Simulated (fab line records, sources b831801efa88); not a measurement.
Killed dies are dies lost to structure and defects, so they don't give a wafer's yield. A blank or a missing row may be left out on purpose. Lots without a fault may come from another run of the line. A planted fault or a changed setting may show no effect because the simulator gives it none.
One fault seen from 2 desks | flow gf180mcu | each desk has only its own numbers; what lay behind them comes last

THE TOOL OWNER'S DESK: pvd_sputter-04
The tool's own readings at GF_MIM_SPUTTER_09 (material TiN, target thk 35 nm, time 29.2 s): means of the sampled wafers that have a number, for each lot that ran on this tool. A lot is out of limits, marked OUT, if its mean lies more than 4 standard deviations from the usual mean; the brackets give that distance.
Columns: A = throttle_valve_pct at GF_MIM_SPUTTER_09, usual 30.5 %
lot  | first seen here | A
L477 | day 28 12:32    | 30.0
L481 | day 29 15:36    | 30.0
L485 | day 30 15:20    | 30.0
This desk's finding: nothing out of limits on any of the 3 lots.

THE METROLOGY DESK
What the gauges read, lot by lot, whatever tool the lot ran on: means of the sampled wafers that have a number. A lot is out of limits, marked OUT, if its mean lies more than 4 standard deviations from the usual mean; the brackets give that distance.
Columns: A = V4_W_RS at GF_V4_RS_MEAS_24, usual 0.323 ohm/sq; B = V4_W_THK at GF_V4_THK_MEAS_25, usual 350 nm; C = MIM_CVD_05_THK at GF_MIM_THK_MEAS_06, usual 41.9 nm; D = MIM_ALCU_RS at GF_MIM_RS_MEAS_10, usual 0.1599 ohm/sq; E = MIM_ALCU_THK at GF_MIM_THK_MEAS_11, usual 201.9 nm; F = cd_nm at GF_M5_CD_MEAS_07, usual 279.8 nm; G = M5_OVL at GF_M5_OVL_MEAS_08, usual 0 nm
lot  | first seen here | A     | B   | C    | D      | E     | F     | G
L469 | day 25 21:33    | 0.327 | 348 | 42.0 | 0.1593 | 203.2 | 279.6 | 4
L474 | day 27 12:21    | 0.324 | 341 | 42.5 | 0.1578 | 204.4 | 280.8 | 3
L477 | day 28 11:41    | 0.322 | 346 | 41.5 | 0.1598 | 201.9 | 279.9 | -5
L479 | day 28 20:43    | 0.324 | 354 | 41.5 | 0.1579 | 204.1 | 280.9 | 1
L481 | day 29 14:44    | 0.319 | 356 | 42.3 | 0.1615 | 198.5 | 280.2 | 4
L485 | day 30 14:29    | 0.318 | 353 | 42.2 | 0.1594 | 203.7 | 277.6 | -4
This desk's finding: nothing out of limits on any of the 6 lots.

PUT TOGETHER
The tool owner's desk saw nothing out of limits.
The metrology desk saw nothing out of limits.

WHAT THE SIMULATOR HAD PUT IN
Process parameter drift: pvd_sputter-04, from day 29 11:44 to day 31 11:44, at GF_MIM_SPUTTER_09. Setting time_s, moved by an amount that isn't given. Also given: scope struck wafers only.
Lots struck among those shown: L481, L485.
